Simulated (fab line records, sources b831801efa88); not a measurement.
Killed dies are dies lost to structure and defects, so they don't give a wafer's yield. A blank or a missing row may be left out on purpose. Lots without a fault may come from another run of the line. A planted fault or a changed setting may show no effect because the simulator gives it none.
Which tool did it? | flow sky130 | 8 lots, 24 wafers sampled, at 3 steps of a route of 708

WHAT THE GAUGES READ, wafer by wafer
SKY_VT_ADJUST_HVTP_TW_MEAS_11.
lot  | measured     | on            | VT_ADJUST_HVTP_TW
L192 | day 6 14:57  | film_metro-01 | 1337 1338 1340
L194 | day 7 05:16  | film_metro-04 | 1344 1340 1346
L196 | day 7 15:44  | film_metro-04 | 1339 1339 1350
L198 | day 8 03:55  | film_metro-02 | 1357 1358 1351
L200 | day 8 16:01  | film_metro-04 | 1344 1340 1343
L202 | day 9 03:56  | film_metro-01 | 1340 1333 1332
L204 | day 9 22:56  | film_metro-04 | 754 759 756
L206 | day 10 09:04 | film_metro-02 | 752 756 756

WHICH TOOL RAN EACH LOT (tool, then ch and the chambers of the sampled wafers, then the start)
lot  | SKY_FIELD_ISO_ETCH_17           | SKY_VT_ADJUST_HVTP_IMPLANT_09
L192 | rie_si-01 ch 0,1,2, day 2 15:19 | implanter-01 ch 0, day 6 14:43
L194 | rie_si-02 ch 1,2, day 3 02:10   | implanter-04 ch 0, day 7 05:01
L196 | rie_si-02 ch 1,2,3, day 3 12:01 | implanter-03 ch 0, day 7 15:29
L198 | rie_si-02 ch 1,2,3, day 3 21:25 | implanter-03 ch 0, day 8 03:40
L200 | rie_si-01 ch 1,2, day 4 09:03   | implanter-03 ch 0, day 8 15:49
L202 | rie_si-02 ch 1,3, day 4 19:46   | implanter-03 ch 0, day 9 03:42
L204 | rie_si-01 ch 0,1,2, day 5 06:55 | implanter-03 ch 0, day 9 22:41
L206 | rie_si-02 ch 2,3, day 5 16:47   | implanter-01 ch 0, day 10 08:50
- SKY_FIELD_ISO_ETCH_17: etches Si in HBr/Cl2/O2, target depth 342 nm, time 97.7 s.
- SKY_VT_ADJUST_HVTP_IMPLANT_09

THE ANSWER, worked out from the rows above alone
Rule: what is usual is taken from the lots themselves. Put in order of their means at a reading, lots are off if they are a third of the lots or fewer, leave a main group of 4 or more, and stand apart from it by a gap of 3 or more times the standard deviation of the main group's means; of several such gaps the widest counts. A main group whose means are all the same, to the digits that the tables above print for the reading, isn't used. A lot without any number at a reading at which 4 lots or more have one is off too. The other lots that the step has rows for count as sound.
Off: L204, L206, at SKY_VT_ADJUST_HVTP_TW_MEAS_11 (VT_ADJUST_HVTP_TW). The main group: mean 1343, standard deviation 6.3.
A tool fits if, at a process step before that reading, it ran every lot that is off, and no sound lot after the first of them. The gauges at SKY_VT_ADJUST_HVTP_TW_MEAS_11 are tried like those tools. None of those tried fits.

WHAT THE SIMULATOR HAD PUT IN
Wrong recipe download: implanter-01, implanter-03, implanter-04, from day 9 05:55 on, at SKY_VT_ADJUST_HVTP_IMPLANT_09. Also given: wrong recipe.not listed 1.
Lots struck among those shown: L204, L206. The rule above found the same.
